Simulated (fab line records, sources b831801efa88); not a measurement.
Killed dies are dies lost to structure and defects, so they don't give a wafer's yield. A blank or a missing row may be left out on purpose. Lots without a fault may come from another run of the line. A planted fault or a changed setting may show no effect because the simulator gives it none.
fab line records | flow sky130
record lots=7 wafers=21 last_day=50
route steps=708 shown GATE_OXIDE@187 PAD_OPEN@708
lots that met no fault: from a run of the same line without faults
start_h: hours from the record's first day to the start of the lot's first wafer shown | wait_h: hours since the lot's step before | " the same as in the row above | L1.1+2: a row that stands for several wafers | - no value, or no start given | * or withheld: withheld | < > ~ a bound
route shown NAME@n: a module of which the file shows steps, and the number in the route of the first | usual: mean/standard deviation of fault-free wafers | same: alike in all rows | chamber/n: place in a boat | sites: the reading at each site | _std_site: their standard deviation | _edge_site: outer sites' mean less inner sites' | radius_mm: how far each site lies from the wafer's centre | mask NAME#n: copy n | behind: the tool/chamber that last shaped the wafer | hold: why the lot was held/for how many hours/how that ended | device: the transistor (n, p or np) that didn't switch | end of line: the same wafers' tests at the end of the route | a step without rows: its recipe alone | killed: dies lost to structure and defects at the first sort, not the wafer's yield | map: a wafer's dies, x killed, . not, _ none there
set.NAME: the setting as run; set.NAME@STEP: as run at that earlier step | model.NAME: the simulator's own value behind a step, which no gauge read
lots at some steps of the route; a table a step, a row a wafer
services: from which hour (start_h, from the record's first day; less than 0 if before it) a tool's chamber was out of use, for how many hours, and why
## steps
# step SKY_GATE_OXIDE_CLEAN_00
# recipe chemistry=SC1/SC2 mix=1:4:20 temp_c=70 time_s=150 dry=n2_spin
# step SKY_GATE_OXIDE_OXIDATION_01
# recipe temp_c=900 ambient=O2 stabilise_s=600 purge_s=300 target_thk_a=102.68 ox_time_s=1473
# step SKY_GATE_OXIDE_THK_MEAS_02
# recipe reads=SiO2_of_GATE_OXIDE_OXIDATION_01
# usual GATE_OXIDE_OXIDATION_00_THK=10.18/0.22
# columns lot.wafer tool chamber start_h wait_h GATE_OXIDE_OXIDATION_00_THK[nm]
L355.2 film_metro-04 - 283.44 0.0 10.24
L355.4 " - " " 10.19
L355.6 " - " " 10.27
L356.2 film_metro-04 - 290.97 0.0 10.05
L356.5 " - " " 10.20
L356.6 " - " " 10.17
L364.2 film_metro-03 - 355.94 0.0 10.38
L364.5 " - " " 10.19
L364.6 " - " " 10.29
L365.2 film_metro-01 - 363.05 0.0 10.37
L365.5 " - " " 10.50
L365.6 " - " " 10.58
L366.1 film_metro-04 - 374.68 0.0 10.36
L366.4 " - " " 10.29
L366.6 " - " " 10.43
L373.1 film_metro-01 - 460.28 0.0 10.00
L373.4 " - " " 9.84
L373.5 " - " " 10.14
L376.1 film_metro-01 - 461.69 0.0 10.17
L376.2 " - " " 10.30
L376.6 " - " " 10.28
# step SKY_GATE_OXIDE_DEHYDRATE_03
# recipe temp_c=200 time_s=60
# step SKY_GATE_OXIDE_HMDS_04
# recipe prime_time_s=60 prime_temp_c=120
# step SKY_GATE_OXIDE_COAT_05
# recipe resist=NOVOLAK spin_rpm=3000 resist_thk_nm=1140
# step SKY_GATE_OXIDE_SOFTBAKE_06
# recipe temp_c=90 time_s=60 resist=NOVOLAK
# step SKY_GATE_OXIDE_EXPOSE_07
# recipe mask_id=LVOM na=0.6 source_shape=conventional sigma_outer=0.6 polarization=unpolarized target_cd_nm=600 dose_mj=170
# step SKY_GATE_OXIDE_PEB_08
# recipe temp_c=withheld time_s=* resist=NOVOLAK
# step SKY_GATE_OXIDE_DEVELOP_09
# recipe resist=NOVOLAK developer=TMAH develop_time_s=57.87 dev_temp_c=23
# step SKY_GATE_OXIDE_OVL_MEAS_10
# usual GATE_OXIDE_OVL=-0.4/1.3
# columns lot.wafer tool chamber start_h wait_h GATE_OXIDE_OVL[nm]
L355.2 overlay-01 - 308.94 0.1 0.4
L355.4 " - " " 0.0
L355.6 " - " " 1.1
L356.2 overlay-01 - 315.84 0.1 -0.6
L356.5 " - " " -1.4
L356.6 " - " " -1.7
L364.2 overlay-01 - 384.62 0.1 1.2
L364.5 " - " " -0.1
L364.6 " - " " 1.0
L365.2 overlay-02 - 391.69 0.1 0.5
L365.5 " - " " 0.9
L365.6 " - " " 1.8
L366.1 overlay-02 - 403.72 0.1 -3.7
L366.4 " - " " -3.0
L366.6 " - " " -1.7
L373.1 overlay-01 - 490.18 0.1 -1.4
L373.4 " - " " 0.0
L373.5 " - " " -1.3
L376.1 overlay-01 - 491.43 0.1 -0.2
L376.2 " - " " 0.4
L376.6 " - " " 0.7
# step SKY_GATE_OXIDE_IMPLANT_11
# recipe species=B energy_kev=10 dose_cm2=2.6e+12 tilt_deg=withheld
# step SKY_GATE_OXIDE_WET_ETCH_12
# recipe chemistry=dHF target_depth_nm=16.8 dry=n2_spin target=SiO2 dilution=100:1 temp_c=25 time_s=336
# usual bath_heat_duty_pct=6.7/0.87 run_length_s=364/3.2
# columns lot.wafer tool chamber start_h wait_h bath_heat_duty_pct run_length_s model.SiO2_of_FIELD_ISO_CVD_24.thk_nm
L355.2 wet_bench-01 2 309.12 0.1 6.9 362 365.8
L355.4 " 2 " " 6.6 362 364.6
L355.6 " 2 " " 6.2 362 365.6
L356.2 wet_bench-02 0 316.02 0.1 8.0 361 362.8
L356.5 " 0 " " 6.8 361 362.8
L356.6 " 0 " " 6.7 361 362.8
L364.2 wet_bench-02 2 384.80 0.1 - - 382.2
L364.5 " 2 " " - - 381.2
L364.6 " 2 " " - - 381.2
L365.2 wet_bench-01 2 391.87 0.1 - - 381.8
L365.5 " 2 " " - - 382.3
L365.6 " 2 " " - - 382.5
L366.1 wet_bench-01 1 403.90 0.1 - - 380.7
L366.4 " 1 " " - - 381.1
L366.6 " 1 " " - - 382.9
L373.1 wet_bench-04 3 490.37 0.1 6.6 362 364.6
L373.4 " 3 " " 6.8 362 365.8
L373.5 " 3 " " 5.8 362 364.6
L376.1 wet_bench-01 1 491.62 0.1 6.0 363 363.7
L376.2 " 1 " " 5.0 363 363.2
L376.6 " 1 " " 5.5 363 363.5
# step SKY_GATE_OXIDE_STRIP_13
# recipe chemistry=O2/N2 power_w=1400 pressure_mtorr=1500 platen_temp_c=withheld o2_flow_sccm=3000 n2_flow_sccm=300 overash_fraction=0.5
# usual chamber_pressure_mTorr=1499.9/1.3 drypump_motor_current_A=5.65/0.28 oes_product_au=0.715/0.0044 strip_time_to_endpoint_s=14.18/0.04
# columns lot.wafer tool chamber start_h wait_h chamber_pressure_mTorr drypump_motor_current_A oes_product_au rf_hours_counter_h strip_time_to_endpoint_s
L355.2 plasma_asher-03 1 309.22 0.0 1500.0 5.79 0.721 67 14.17
L355.4 " 1 " " 1500.0 5.75 0.712 - 14.14
L355.6 " 0 " " 1501.7 5.32 0.713 - 14.12
L356.2 plasma_asher-03 0 316.12 0.0 1500.6 5.31 0.714 67 14.22
L356.5 " 1 " " 1500.4 5.73 0.714 - 14.17
L356.6 " 0 " " 1498.3 5.30 0.717 - 14.14
L364.2 plasma_asher-02 0 384.90 0.0 1502.3 5.29 0.710 22 14.19
L364.5 " 1 " " 1498.8 5.62 0.715 - 14.18
L364.6 " 0 " " 1501.8 5.25 0.721 - 14.18
L365.2 plasma_asher-04 0 391.97 0.0 1500.6 5.75 0.714 58 14.19
L365.5 " 0 " " 1499.8 5.75 0.718 - 14.20
L365.6 " 1 " " 1501.6 6.11 0.721 - 14.18
L366.1 plasma_asher-02 0 404.01 0.0 1498.6 5.25 0.717 23 14.15
L366.4 " 1 " " 1499.3 5.61 0.704 - 14.09
L366.6 " 1 " " 1501.1 5.64 0.717 - 14.10
L373.1 plasma_asher-02 0 490.47 0.0 1499.7 5.30 0.710 33 14.16
L373.4 " 0 " " 1497.7 5.29 0.717 - 14.20
L373.5 " 1 " " 1500.7 5.61 0.710 - 14.16
L376.1 plasma_asher-04 1 491.72 0.0 1501.0 6.09 0.719 69 14.21
L376.2 " 0 " " 1499.1 5.74 0.723 69 14.21
L376.6 " 0 " " 1499.8 5.70 0.723 - 14.19
# step SKY_GATE_OXIDE_TW_MEAS_14
# usual GATE_OXIDE_TW=224.8/1
# columns lot.wafer tool chamber start_h wait_h GATE_OXIDE_TW
L355.2 film_metro-01 - 309.33 0.1 224.1
L355.4 " - " " 224.4
L355.6 " - " " 224.5
L356.2 film_metro-03 - 316.23 0.1 224.8
L356.5 " - " " 224.0
L356.6 " - " " 224.3
L364.2 film_metro-03 - 385.01 0.1 225.2
L364.5 " - " " 225.7
L364.6 " - " " 225.8
L365.2 film_metro-04 - 392.08 0.1 223.3
L365.5 " - " " 223.2
L365.6 " - " " 223.8
L366.1 film_metro-01 - 404.11 0.1 223.1
L366.4 " - " " 223.8
L366.6 " - " " 224.2
L373.1 film_metro-04 - 490.57 0.1 224.1
L373.4 " - " " 226.5
L373.5 " - " " 225.0
L376.1 film_metro-01 - 491.82 0.1 224.3
L376.2 " - " " 224.6
L376.6 " - " " 226.1
# step SKY_GATE_OXIDE_CLEAN_15
# recipe chemistry=SC1/SC2 mix=1:4:20 temp_c=70 time_s=150 dry=n2_spin
# columns lot.wafer tool chamber start_h wait_h model.SiO2_of_FIELD_ISO_CVD_24.thk_nm
L355.2 wet_bench-01 1 309.38 0.0 365.2
L355.4 " 1 " " 363.9
L355.6 " 1 " " 364.9
L356.2+5+6 wet_bench-01 1 316.28 0.0 362.1
L364.2 wet_bench-02 2 385.06 0.0 381.5
L364.5+6 " 2 " " 380.5
L365.2 wet_bench-02 1 392.13 0.0 381.1
L365.5 " 1 " " 381.6
L365.6 " 1 " " 381.9
L366.1 wet_bench-02 0 404.17 0.1 380
L366.4 " 0 " " 380.5
L366.6 " 0 " " 382.2
L373.1+5 wet_bench-01 2 490.63 0.1 363.9
L373.4 " 2 " " 365.1
L376.1 wet_bench-02 0 491.88 0.1 363
L376.2 " 0 " " 362.5
L376.6 " 0 " " 362.8
# step SKY_GATE_OXIDE_OXIDATION_16
# recipe temp_c=800 ambient=O2 idle_temp_c=700 ramp_up_c_per_min=10 ramp_down_c_per_min=3 stabilise_s=600 purge_s=300 target_thk_a=35.7 ox_time_s=1915
# step SKY_PAD_OPEN_PROBE_99
# usual killed_at_M0_to_M3=43/6.9 killed_at_M4_up=3.1/1.9 killed_at_contacts=24/5.4 killed_at_front_end=14/4.3 killed_at_other=0.3/0.53 killed_dies=84/9.5 killed_on_rim=16/4.1 killed_open=46/6.8 killed_short=38/6
# same gross_dies=492 killed_at_back_side=0
# columns lot.wafer tool chamber start_h wait_h killed_at_M0_to_M3 killed_at_M4_up killed_at_contacts killed_at_front_end killed_at_other killed_dies killed_on_rim killed_open killed_short
L356.2 prober-01 - 1081.95 0.1 65 3 34 11 0 113 23 62 48
L356.5 prober-01 - 1082.10 0.2 52 5 18 20 0 95 18 56 39
L356.6 prober-01 - 1082.15 0.2 47 4 28 20 0 99 18 53 46
L364.2 prober-01 - 1132.06 0.1 40 4 23 424 1 492 96 49 37
L364.5 prober-01 - 1132.21 0.2 40 4 20 428 0 492 96 38 39
L364.6 prober-01 - 1132.26 0.2 39 3 26 424 0 492 96 45 36
L365.2 prober-02 - 1133.95 0.1 31 2 30 429 0 492 96 41 36
L365.5 prober-02 - 1134.10 0.2 39 5 28 419 1 492 96 48 38
L365.6 prober-02 - 1134.15 0.2 40 3 31 418 0 492 96 51 39
L366.1 prober-01 - 1140.81 0.1 41 2 26 423 0 492 96 53 34
L366.4 prober-01 - 1140.96 0.2 49 1 17 425 0 492 96 44 38
L366.6 prober-01 - 1141.06 0.2 47 3 24 418 0 492 96 44 43
L373.1 prober-02 - 1193.74 0.1 44 2 19 8 0 73 13 40 32
L373.4 prober-02 - 1193.89 0.2 37 5 19 11 0 72 13 39 32
L373.5 prober-02 - 1193.94 0.2 40 2 16 20 0 78 14 39 38
# killed by level:class
L356.2 VIA1:geometric_particle:open=21 CONTACT:geometric_particle:open=14 VIA1:geometric_particle:short=11 LI_CONTACT:geometric_particle:open=9 METAL1:geometric_particle:short=8 VIA2:geometric_particle:open=6 METAL2:geometric_particle:short=5 POLY_GATE:geometric_particle:open=4
L356.5 VIA1:geometric_particle:open=14 VIA3:geometric_particle:open=10 CONTACT:geometric_particle:open=8 VIA1:geometric_particle:short=6 POLY_GATE:geometric_particle:short=6 POLY_GATE:geometric_particle:open=5 FIELD_ISO:geometric_particle:open=4 METAL3:geometric_particle:short=4
L356.6 VIA1:geometric_particle:open=13 CONTACT:geometric_particle:open=11 POLY_GATE:geometric_particle:open=8 METAL1:geometric_particle:short=7 METAL2:geometric_particle:short=7 LI_CONTACT:geometric_particle:open=6 LOCAL_INTERCONNECT:geometric_particle:short=5 CONTACT:geometric_particle:short=5
L364.2 GATE_OXIDE:area_etch=405 VIA1:geometric_particle:open=12 LI_CONTACT:geometric_particle:open=9 POLY_GATE:geometric_particle:short=7 VIA1:geometric_particle:short=7 VIA3:geometric_particle:open=6 CONTACT:geometric_particle:open=5 VIA2:geometric_particle:open=5
L364.5 GATE_OXIDE:area_etch=414 VIA3:geometric_particle:open=10 CONTACT:geometric_particle:short=7 VIA1:geometric_particle:open=7 METAL2:geometric_particle:short=5 LI_CONTACT:geometric_particle:open=5 METAL1:geometric_particle:short=5 VIA2:geometric_particle:open=5
L364.6 GATE_OXIDE:area_etch=411 VIA1:geometric_particle:open=11 LI_CONTACT:geometric_particle:open=9 CONTACT:geometric_particle:open=7 VIA3:geometric_particle:open=6 LOCAL_INTERCONNECT:geometric_particle:short=5 METAL1:geometric_particle:short=5 FIELD_ISO:geometric_particle:short=4
L365.2 GATE_OXIDE:area_etch=415 VIA1:geometric_particle:open=9 CONTACT:geometric_particle:open=8 METAL2:geometric_particle:short=7 LI_CONTACT:geometric_particle:open=7 LOCAL_INTERCONNECT:geometric_particle:short=5 VIA3:geometric_particle:open=5 POLY_GATE:geometric_particle:short=4
L365.5 GATE_OXIDE:area_etch=406 LI_CONTACT:geometric_particle:open=11 VIA1:geometric_particle:open=11 CONTACT:geometric_particle:open=7 POLY_GATE:geometric_particle:open=6 LI_CONTACT:geometric_particle:short=6 METAL2:geometric_particle:short=6 VIA2:geometric_particle:short=4
L365.6 GATE_OXIDE:area_etch=402 LI_CONTACT:geometric_particle:open=12 VIA1:geometric_particle:open=10 CONTACT:geometric_particle:open=9 LOCAL_INTERCONNECT:geometric_particle:short=6 VIA1:geometric_particle:short=6 VIA2:geometric_particle:open=6 METAL2:geometric_particle:short=5
L366.1 GATE_OXIDE:area_etch=405 VIA1:geometric_particle:open=17 CONTACT:geometric_particle:open=13 FIELD_ISO:geometric_particle:short=5 LI_CONTACT:geometric_particle:open=5 VIA1:geometric_particle:short=5 VIA3:geometric_particle:open=5 FIELD_ISO:geometric_particle:open=4
L366.4 GATE_OXIDE:area_etch=410 VIA1:geometric_particle:open=15 METAL2:geometric_particle:short=8 CONTACT:geometric_particle:open=7 CONTACT:geometric_particle:short=5 VIA2:geometric_particle:open=5 VIA2:geometric_particle:short=5 VIA3:geometric_particle:open=4
L366.6 GATE_OXIDE:area_etch=405 VIA1:geometric_particle:open=12 LI_CONTACT:geometric_particle:open=11 METAL1:geometric_particle:short=8 VIA2:geometric_particle:open=7 POLY_GATE:geometric_particle:short=5 VIA2:geometric_particle:short=5 CONTACT:geometric_particle:short=4
L373.1 VIA1:geometric_particle:open=9 CONTACT:geometric_particle:open=7 VIA2:geometric_particle:open=6 METAL3:geometric_particle:short=5 LI_CONTACT:geometric_particle:open=5 METAL1:geometric_particle:short=4 VIA2:geometric_particle:short=4 CONTACT:geometric_particle:short=3
L373.4 CONTACT:geometric_particle:open=6 VIA1:geometric_particle:open=6 VIA3:geometric_particle:open=6 METAL2:geometric_particle:short=5 LI_CONTACT:geometric_particle:open=5 POLY_GATE:geometric_particle:open=4 METAL1:geometric_particle:short=4 VIA1:geometric_particle:short=4
L373.5 VIA1:geometric_particle:open=8 CONTACT:geometric_particle:open=6 METAL1:geometric_particle:short=6 VIA3:geometric_particle:short=6 FIELD_ISO:geometric_particle:open=5 FIELD_ISO:geometric_particle:short=4 LI_CONTACT:geometric_particle:open=4 VIA2:geometric_particle:short=4
# map L364.2 (x killed, . not)
__________xxxxxxxxxx_________
________xxxxxxxxxxxxxx_______
______xxxxxxxxxxxxxxxxxx_____
_____xxxxxxxxxxxxxxxxxxxx____
____xxxxxxxxxxxxxxxxxxxxxx___
___xxxxxxxxxxxxxxxxxxxxxxxx__
__xxxxxxxxxxxxxxxxxxxxxxxxxx_
_xxxxxxxxxxxxxxxxxxxxxxxxxxxx
_xxxxxxxxxxxxxxxxxxxxxxxxxxxx
_xxxxxxxxxxxxxxxxxxxxxxxxxxxx
_xxxxxxxxxxxxxxxxxxxxxxxxxxxx
_xxxxxxxxxxxxxxxxxxxxxxxxxxxx
_xxxxxxxxxxxxxxxxxxxxxxxxxxxx
_xxxxxxxxxxxxxxxxxxxxxxxxxxxx
_xxxxxxxxxxxxxxxxxxxxxxxxxxxx
__xxxxxxxxxxxxxxxxxxxxxxxxxx_
___xxxxxxxxxxxxxxxxxxxxxxxx__
____xxxxxxxxxxxxxxxxxxxxxx___
_____xxxxxxxxxxxxxxxxxxxx____
______xxxxxxxxxxxxxxxxxx_____
________xxxxxxxxxxxxxx_______
__________xxxxxxxxxx_________
# map L365.2 (x killed, . not)
__________xxxxxxxxxx_________
________xxxxxxxxxxxxxx_______
______xxxxxxxxxxxxxxxxxx_____
_____xxxxxxxxxxxxxxxxxxxx____
____xxxxxxxxxxxxxxxxxxxxxx___
___xxxxxxxxxxxxxxxxxxxxxxxx__
__xxxxxxxxxxxxxxxxxxxxxxxxxx_
_xxxxxxxxxxxxxxxxxxxxxxxxxxxx
_xxxxxxxxxxxxxxxxxxxxxxxxxxxx
_xxxxxxxxxxxxxxxxxxxxxxxxxxxx
_xxxxxxxxxxxxxxxxxxxxxxxxxxxx
_xxxxxxxxxxxxxxxxxxxxxxxxxxxx
_xxxxxxxxxxxxxxxxxxxxxxxxxxxx
_xxxxxxxxxxxxxxxxxxxxxxxxxxxx
_xxxxxxxxxxxxxxxxxxxxxxxxxxxx
__xxxxxxxxxxxxxxxxxxxxxxxxxx_
___xxxxxxxxxxxxxxxxxxxxxxxx__
____xxxxxxxxxxxxxxxxxxxxxx___
_____xxxxxxxxxxxxxxxxxxxx____
______xxxxxxxxxxxxxxxxxx_____
________xxxxxxxxxxxxxx_______
__________xxxxxxxxxx_________
## services
# columns tool chamber start_h hours kind
wet_bench-02 - 372.70 5.2 repair
plasma_asher-02 - 396.26 3.2 repair
plasma_asher-02 - 398.78 2.9 repair
plasma_asher-03 - 421.25 9.0 pm
plasma_asher-03 0 421.25 9.0 vent_cycle
plasma_asher-03 1 421.25 9.0 vent_cycle
plasma_asher-03 0 430.25 - clean
plasma_asher-03 1 430.25 - clean
plasma_asher-02 - 462.74 0.7 repair
plasma_asher-04 - 467.00 0.3 repair
## key
first_sign step=SKY_GATE_OXIDE_WET_ETCH_12 reading=tool_record direction=missing
effect step=SKY_PAD_OPEN_PROBE_99 reading=killed_at_front_end direction=up sigmas=95 usual=14 struck=423
model_effect step=SKY_GATE_OXIDE_WET_ETCH_12 value=SiO2_of_FIELD_ISO_CVD_24.thk_nm without=363.2 struck=381.8
model_effect step=SKY_GATE_OXIDE_CLEAN_15 value=SiO2_of_FIELD_ISO_CVD_24.thk_nm without=362.5 struck=381.1
more_kills_born_at SKY_GATE_OXIDE_WET_ETCH_12@wet_bench-01=2443 SKY_GATE_OXIDE_WET_ETCH_12@wet_bench-02=1230
met_at SKY_GATE_OXIDE_WET_ETCH_12
struck_wafers L364.2,L364.5,L364.6,L365.2,L365.5,L365.6,L366.1,L366.4,L366.6
later_rows_left_out L364.2,L364.5,L364.6,L365.2,L365.5,L365.6,L366.1,L366.4,L366.6
tester_left_out L364,L365,L366
onset_between 316.02 384.80
fault kind=skipped_step_whole tool=wet_bench-01,wet_bench-02 chamber=- onset_h=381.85 steps=SKY_GATE_OXIDE_WET_ETCH_12 scope=struck_lots_only
# tester_left_out: of these lots the tester's yield and bins aren't shown, on N5 and GAA mostly nor the transistor test; their killed dies are dies lost to structure and defects alone, not to doping, threshold or leakage, so they don't give the yield
# later_rows_left_out: the simulator's readings of these wafers behind a module that went badly wrong aren't trusted and aren't shown, but for the sort
